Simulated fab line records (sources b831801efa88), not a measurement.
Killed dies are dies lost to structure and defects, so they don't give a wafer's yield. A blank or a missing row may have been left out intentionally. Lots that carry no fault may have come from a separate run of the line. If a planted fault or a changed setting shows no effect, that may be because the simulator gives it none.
Which tool was responsible? | flow gf180mcu | 13 lots, 39 wafers sampled, at 5 steps of a route of 602

== WHAT THE GAUGES SHOWED, per wafer ==
GF_V2_THK_MEAS_03.
lot  | measured     | on            | V2_CVD_02_THK (nm)
L948 | day 19 05:24 | film-metro-03 | 847 858 852
L949 | day 19 12:39 | film-metro-03 | 844 851 843
L950 | day 19 21:08 | film-metro-04 | 827 844 860
L951 | day 20 03:29 | film-metro-03 | 838 853 866
L953 | day 21 07:58 | film-metro-02 | 862 852 860
L956 | day 22 21:34 | film-metro-03 | 845 845 868
L962 | day 24 18:23 | film-metro-02 | 839 848 850
L963 | day 24 18:34 | film-metro-02 | 847 838 839
L965 | day 25 15:07 | film-metro-02 | 841 856 862
L968 | day 26 06:01 | film-metro-03 | 839 843 844
L967 | day 26 06:53 | film-metro-03 | 849 853 851
L969 | day 26 14:47 | film-metro-02 | 851 873 859
L971 | day 27 00:44 | film-metro-03 | 861 861 858

GF_V2_RS_MEAS_24: uses a four-point probe to measure.
lot  | measured     | on            | V2_W_RS (ohm/sq)
L948 | day 20 07:17 | film-metro-03 | 0.334 0.333 0.338
L949 | day 20 13:31 | film-metro-04 | 0.328 0.328 0.326
L950 | day 20 22:10 | film-metro-03 | 0.326 0.329 0.325
L951 | day 21 04:40 | film-metro-02 | 0.329 0.326 0.324
L953 | day 22 08:51 | film-metro-02 | 0.329 0.330 0.324
L956 | day 23 21:53 | film-metro-04 | 0.329 0.333 0.336
L962 | day 25 17:07 | film-metro-03 | 0.322 0.332 0.321
L963 | day 25 18:38 | film-metro-04 | 0.319 0.323 0.317
L965 | day 26 12:43 | film-metro-02 | 0.320 0.323 0.322
L968 | day 27 03:34 | film-metro-03 | 0.336 0.333 0.337
L967 | day 27 04:49 | film-metro-03 | 0.323 0.323 0.323
L969 | day 27 12:50 | film-metro-04 | 0.325 0.318 0.326
L971 | day 27 22:02 | film-metro-03 | 0.334 0.338 0.336

GF_M3_CD_MEAS_14: the cd target is 280 nm.
lot  | measured     | on        | cd-nm (nm)
L948 | day 21 07:50 | cd-sem-01 | 281.7 282.2 282.3
L949 | day 21 13:38 | cd-sem-01 | 279.4 279.8 280.0
L950 | day 21 22:31 | cd-sem-01 | 280.5 280.5 279.6
L951 | day 22 05:23 | cd-sem-01 | 280.9 279.4 281.6
L953 | day 23 08:36 | cd-sem-01 | 272.7 243.1 266.3 273.1 243.2 266.8
L956 | day 24 20:22 | cd-sem-02 | 279.7 280.6 279.4
L962 | day 26 13:33 | cd-sem-02 | 278.6 280.6 280.7
L963 | day 26 15:38 | cd-sem-02 | 278.8 278.6 280.3
L965 | day 27 09:35 | cd-sem-01 | 277.9 278.9 279.9
L968 | day 27 23:58 | cd-sem-02 | 279.5 278.8 279.0
L967 | day 28 00:56 | cd-sem-02 | 280.8 279.5 279.4
L969 | day 28 08:47 | cd-sem-01 | 278.6 278.5 279.3
L971 | day 28 18:23 | cd-sem-02 | 281.0 279.8 280.1

== TOOL THAT RAN EACH LOT (tool first, then ch and the chambers of the sampled wafers, then the start) ==
lot  | GF_M3_SPUTTER_03             | GF_M3_EXPOSE_11
L948 | pvd-sputter-03, day 20 07:54 | krf-scanner-02 ch 0, day 20 19:46
L949 | pvd-sputter-02, day 20 14:10 | krf-scanner-02 ch 0, day 21 02:08
L950 | pvd-sputter-03, day 20 22:49 | krf-scanner-02 ch 0, day 21 10:44
L951 | pvd-sputter-02, day 21 05:19 | krf-scanner-02 ch 0, day 21 17:58
L953 | pvd-sputter-03, day 22 09:26 | krf-scanner-02 ch 0, day 22 21:27
L956 | pvd-sputter-03, day 23 22:30 | krf-scanner-01 ch 0, day 24 09:20
L962 | pvd-sputter-02, day 25 17:43 | krf-scanner-01 ch 0, day 26 03:41
L963 | pvd-sputter-03, day 25 19:16 | krf-scanner-01 ch 0, day 26 04:55
L965 | pvd-sputter-02, day 26 13:19 | krf-scanner-01 ch 0, day 26 23:07
L968 | pvd-sputter-03, day 27 04:11 | krf-scanner-01 ch 0, day 27 14:46
L967 | pvd-sputter-02, day 27 05:25 | krf-scanner-02 ch 0, day 27 16:09
L969 | pvd-sputter-03, day 27 13:29 | krf-scanner-02 ch 0, day 27 23:04
L971 | pvd-sputter-04, day 27 22:41 | krf-scanner-02 ch 0, day 28 08:42
- GF_M3_SPUTTER_03: material Ti, target thk 10 nm, time 6.7 s.
- GF_M3_EXPOSE_11: exposes mask Metal3, target cd 280 nm.

== WHAT THE TOOLS THEMSELVES READ (means of the sampled wafers that have a number; where no wafer has one, the mark that the record gives instead) ==
GF_M3_SPUTTER_03.
lot  | tool           | chamber-pressure-pa (Pa) | throttle-valve-pct (%)
L948 | pvd-sputter-03 | 0.3000                   | 30.2
L949 | pvd-sputter-02 | 0.3009                   | 30.4
L950 | pvd-sputter-03 | 0.2997                   | 30.4
L951 | pvd-sputter-02 | 0.3005                   | 30.2
L953 | pvd-sputter-03 | 0.3001                   | 29.1
L956 | pvd-sputter-03 | 0.2993                   | 30.0
L962 | pvd-sputter-02 | 0.3002                   | 30.4
L963 | pvd-sputter-03 | 0.3004                   | 29.3
L965 | pvd-sputter-02 | 0.2997                   | 29.6
L968 | pvd-sputter-03 | 0.3001                   | 29.3
L967 | pvd-sputter-02 | 0.2999                   | 29.9
L969 | pvd-sputter-03 | 0.2999                   | 29.6
L971 | pvd-sputter-04 | 0.2994                   | 29.4

GF_M3_EXPOSE_11.
lot  | tool           | exposure-dose-mJ-cm2
L948 | krf-scanner-02 | 28.034
L949 | krf-scanner-02 | 27.970
L950 | krf-scanner-02 | 27.987
L951 | krf-scanner-02 | 27.987
L953 | krf-scanner-02 | 27.161
L956 | krf-scanner-01 | 27.983
L962 | krf-scanner-01 | 27.968
L963 | krf-scanner-01 | 27.952
L965 | krf-scanner-01 | 27.979
L968 | krf-scanner-01 | 27.948
L967 | krf-scanner-02 | 27.977
L969 | krf-scanner-02 | 27.997
L971 | krf-scanner-02 | 27.976

== THE ANSWER, worked out from the rows above alone ==
Rule: the usual values come from the lots themselves. Put in order of their means at a reading, lots are off if they are a third of the lots or fewer, leave a main group of 4 or more, and stand apart from it by a gap of 3 or more times the standard deviation of the main group's means; of several such gaps the widest counts. A main group is skipped when, at the precision printed for the reading in the tables above, its means are all equal. Also off: a lot with no number at a reading for which 4 or more lots have one. The other lots that the step has rows for count as sound. Order of review: gauges by route order, followed by the tools' own readings, for which a lot's mean as printed above is used. The first step at which some lot is off is used, and at that step the reading that is off furthest; a lot without a number counts as furthest.
Off, at GF_M3_CD_MEAS_14 on cd-nm: L953. Main group: mean 279.9 nm, sd 0.86.
If a tool, at a process step before that reading, ran all the lots that are off and no sound lot after the first of them, it fits. The gauges at GF_M3_CD_MEAS_14 aren't tried: what is off there is off at GF_M3_EXPOSE_11 too, on other tools, and a gauge's error can't cause that. No candidate that was tried fits.

== WHAT HAD BEEN PUT IN BY THE SIMULATOR ==
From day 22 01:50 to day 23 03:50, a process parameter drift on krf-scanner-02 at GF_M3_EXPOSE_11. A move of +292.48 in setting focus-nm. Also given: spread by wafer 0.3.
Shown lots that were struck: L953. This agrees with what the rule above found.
